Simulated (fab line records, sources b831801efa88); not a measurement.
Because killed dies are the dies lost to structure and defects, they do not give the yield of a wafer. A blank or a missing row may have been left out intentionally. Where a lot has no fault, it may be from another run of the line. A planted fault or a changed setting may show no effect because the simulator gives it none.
Shared-tool check || flow sky130 || 36 wafers sampled across 12 lots

== WHAT PROMPTED THE OPENING ==
Of 12 lots, 2 have the reading SONOS_TUNNEL_TW flagged at SKY_SONOS_TUNNEL_TW_MEAS_12. Wafers without a fault read 197.3, standard deviation 1.3.
Rule: a lot is flagged in two cases, either no wafer of it has a number, or all its wafers with numbers fall more than 4 standard deviations from that mean. The other lots count as sound.

{"lot": "L690", "measured": "day 11 09:01", "on": "film metro-04", "SONOS_TUNNEL_TW, wafer by wafer": "197.9 198.9 198.5", "flag": ""}
{"lot": "L693", "measured": "day 12 12:29", "on": "film metro-04", "SONOS_TUNNEL_TW, wafer by wafer": "198.2 197.6 198.6", "flag": ""}
{"lot": "L694", "measured": "day 12 17:23", "on": "film metro-04", "SONOS_TUNNEL_TW, wafer by wafer": "196.9 196.7 196.2", "flag": ""}
{"lot": "L695", "measured": "day 12 20:50", "on": "film metro-04", "SONOS_TUNNEL_TW, wafer by wafer": "198.1 197.6 198.3", "flag": ""}
{"lot": "L698", "measured": "day 13 19:20", "on": "film metro-02", "SONOS_TUNNEL_TW, wafer by wafer": "197.6 197.5 199.6", "flag": ""}
{"lot": "L699", "measured": "day 14 05:05", "on": "film metro-02", "SONOS_TUNNEL_TW, wafer by wafer": "197.6 197.6 196.3", "flag": ""}
{"lot": "L703", "measured": "day 15 18:52", "on": "film metro-04", "SONOS_TUNNEL_TW, wafer by wafer": "198.3 196.7 198.2", "flag": ""}
{"lot": "L704", "measured": "day 16 01:38", "on": "film metro-04", "SONOS_TUNNEL_TW, wafer by wafer": "225.7 224.1 223.7", "flag": "FLAGGED"}
{"lot": "L707", "measured": "day 17 00:07", "on": "film metro-04", "SONOS_TUNNEL_TW, wafer by wafer": "223.2 224.4 223.9", "flag": "FLAGGED"}
{"lot": "L709", "measured": "day 18 00:52", "on": "film metro-01", "SONOS_TUNNEL_TW, wafer by wafer": "195.1 196.7 195.5", "flag": ""}
{"lot": "L710", "measured": "day 18 04:05", "on": "film metro-02", "SONOS_TUNNEL_TW, wafer by wafer": "197.4 197.3 198.3", "flag": ""}
{"lot": "L713", "measured": "day 19 04:11", "on": "film metro-02", "SONOS_TUNNEL_TW, wafer by wafer": "200.0 200.8 199.3", "flag": ""}
Average over the flagged lots: 224.2; offset from the usual +26.9, equal to +21 standard deviations.

== WHICH TOOL RAN EACH LOT ==
2 process steps preceding the reading are held in the record, out of 708 steps in the route. In each cell: the tool, then ch and the chambers that the sampled wafers went through, then the start.
{"lot": "L690", "flag": "", "SKY_FIELD_ISO_STRIP_16": "plasma asher-01 ch 0,1, day 2 05:02", "SKY_SONOS_TUNNEL_IMPLANT_09": "implanter-03 ch 0, day 11 08:35"}
{"lot": "L693", "flag": "", "SKY_FIELD_ISO_STRIP_16": "plasma asher-01 ch 0,1, day 2 23:08", "SKY_SONOS_TUNNEL_IMPLANT_09": "implanter-04 ch 0, day 12 12:05"}
{"lot": "L694", "flag": "", "SKY_FIELD_ISO_STRIP_16": "plasma asher-02 ch 0,1, day 3 02:20", "SKY_SONOS_TUNNEL_IMPLANT_09": "implanter-01 ch 0, day 12 16:59"}
{"lot": "L695", "flag": "", "SKY_FIELD_ISO_STRIP_16": "plasma asher-01 ch 0,1, day 3 06:33", "SKY_SONOS_TUNNEL_IMPLANT_09": "implanter-04 ch 0, day 12 20:26"}
{"lot": "L698", "flag": "", "SKY_FIELD_ISO_STRIP_16": "plasma asher-01 ch 0,1, day 3 22:32", "SKY_SONOS_TUNNEL_IMPLANT_09": "implanter-01 ch 0, day 13 18:56"}
{"lot": "L699", "flag": "", "SKY_FIELD_ISO_STRIP_16": "plasma asher-04 ch 0, day 4 03:20", "SKY_SONOS_TUNNEL_IMPLANT_09": "implanter-03 ch 0, day 14 04:40"}
{"lot": "L703", "flag": "", "SKY_FIELD_ISO_STRIP_16": "plasma asher-02 ch 0,1, day 5 00:29", "SKY_SONOS_TUNNEL_IMPLANT_09": "implanter-04 ch 0, day 15 18:29"}
{"lot": "L704", "flag": "FLAGGED", "SKY_FIELD_ISO_STRIP_16": "plasma asher-01 ch 0,1, day 5 04:28", "SKY_SONOS_TUNNEL_IMPLANT_09": "implanter-03 ch 0, day 16 01:13"}
{"lot": "L707", "flag": "FLAGGED", "SKY_FIELD_ISO_STRIP_16": "plasma asher-01 ch 1, day 5 23:43", "SKY_SONOS_TUNNEL_IMPLANT_09": "implanter-03 ch 0, day 16 23:41"}
{"lot": "L709", "flag": "", "SKY_FIELD_ISO_STRIP_16": "plasma asher-04 ch 0,1, day 6 14:13", "SKY_SONOS_TUNNEL_IMPLANT_09": "implanter-01 ch 0, day 18 00:26"}
{"lot": "L710", "flag": "", "SKY_FIELD_ISO_STRIP_16": "plasma asher-02 ch 0,1, day 6 14:34", "SKY_SONOS_TUNNEL_IMPLANT_09": "implanter-01 ch 0, day 18 03:34"}
{"lot": "L713", "flag": "", "SKY_FIELD_ISO_STRIP_16": "plasma asher-04 ch 0,1, day 7 04:23", "SKY_SONOS_TUNNEL_IMPLANT_09": "implanter-01 ch 0, day 19 03:41"}
What the steps here do:
- SKY_FIELD_ISO_STRIP_16: strips in O2/N2.
- SKY_SONOS_TUNNEL_IMPLANT_09
- SKY_SONOS_TUNNEL_TW_MEAS_12

== FLAGGED OVER TOTAL, TOOL BY TOOL (the gauges that took the reading come last) ==
{"step": "SKY_FIELD_ISO_STRIP_16", "tool": "plasma asher-01", "lots run": 6, "flagged": 2, "share of the flagged lots": "all", "sound lots run after its first flagged lot": 0}
{"step": "SKY_FIELD_ISO_STRIP_16", "tool": "plasma asher-02", "lots run": 3, "flagged": 0, "share of the flagged lots": "none", "sound lots run after its first flagged lot": "-"}
{"step": "SKY_FIELD_ISO_STRIP_16", "tool": "plasma asher-04", "lots run": 3, "flagged": 0, "share of the flagged lots": "none", "sound lots run after its first flagged lot": "-"}
{"step": "SKY_SONOS_TUNNEL_IMPLANT_09", "tool": "implanter-01", "lots run": 5, "flagged": 0, "share of the flagged lots": "none", "sound lots run after its first flagged lot": "-"}
{"step": "SKY_SONOS_TUNNEL_IMPLANT_09", "tool": "implanter-03", "lots run": 4, "flagged": 2, "share of the flagged lots": "all", "sound lots run after its first flagged lot": 0}
{"step": "SKY_SONOS_TUNNEL_IMPLANT_09", "tool": "implanter-04", "lots run": 3, "flagged": 0, "share of the flagged lots": "none", "sound lots run after its first flagged lot": "-"}
{"step": "SKY_SONOS_TUNNEL_TW_MEAS_12", "tool": "film metro-01", "lots run": 1, "flagged": 0, "share of the flagged lots": "none", "sound lots run after its first flagged lot": "-"}
{"step": "SKY_SONOS_TUNNEL_TW_MEAS_12", "tool": "film metro-02", "lots run": 4, "flagged": 0, "share of the flagged lots": "none", "sound lots run after its first flagged lot": "-"}
{"step": "SKY_SONOS_TUNNEL_TW_MEAS_12", "tool": "film metro-04", "lots run": 7, "flagged": 2, "share of the flagged lots": "all", "sound lots run after its first flagged lot": 0}

== WHAT THE TABLE PERMITS ==
In the table, 3 rows ran each flagged lot (plasma asher-01 at SKY_FIELD_ISO_STRIP_16; implanter-03 at SKY_SONOS_TUNNEL_IMPLANT_09; film metro-04 at SKY_SONOS_TUNNEL_TW_MEAS_12).
- plasma asher-01 at SKY_FIELD_ISO_STRIP_16: 2 of its 6 lots flagged. Its last sound lot is L698 (day 3 22:32), its first flagged lot L704 (day 5 04:28): a fault that began between those two fits.
- implanter-03 at SKY_SONOS_TUNNEL_IMPLANT_09: 2 of its 4 lots flagged. Its last sound lot is L699 (day 14 04:40), its first flagged lot L704 (day 16 01:13): a fault that began between those two fits. Its own readings (dose ions cm2, faraday current uA) fall more than 4 standard deviations out on all wafers of the flagged lots.
- film metro-04 at SKY_SONOS_TUNNEL_TW_MEAS_12: 2 of its 7 lots flagged. Its last sound lot is L703 (day 15 18:52), its first flagged lot L704 (day 16 01:38): a fault that began between those two fits.
These 3 tools cannot be told apart by counting lots, since each of them fits a fault that started at some hour. More lots, or a look at what each step does to the wafer, might.

== WHAT THE SIMULATOR PUT IN ==
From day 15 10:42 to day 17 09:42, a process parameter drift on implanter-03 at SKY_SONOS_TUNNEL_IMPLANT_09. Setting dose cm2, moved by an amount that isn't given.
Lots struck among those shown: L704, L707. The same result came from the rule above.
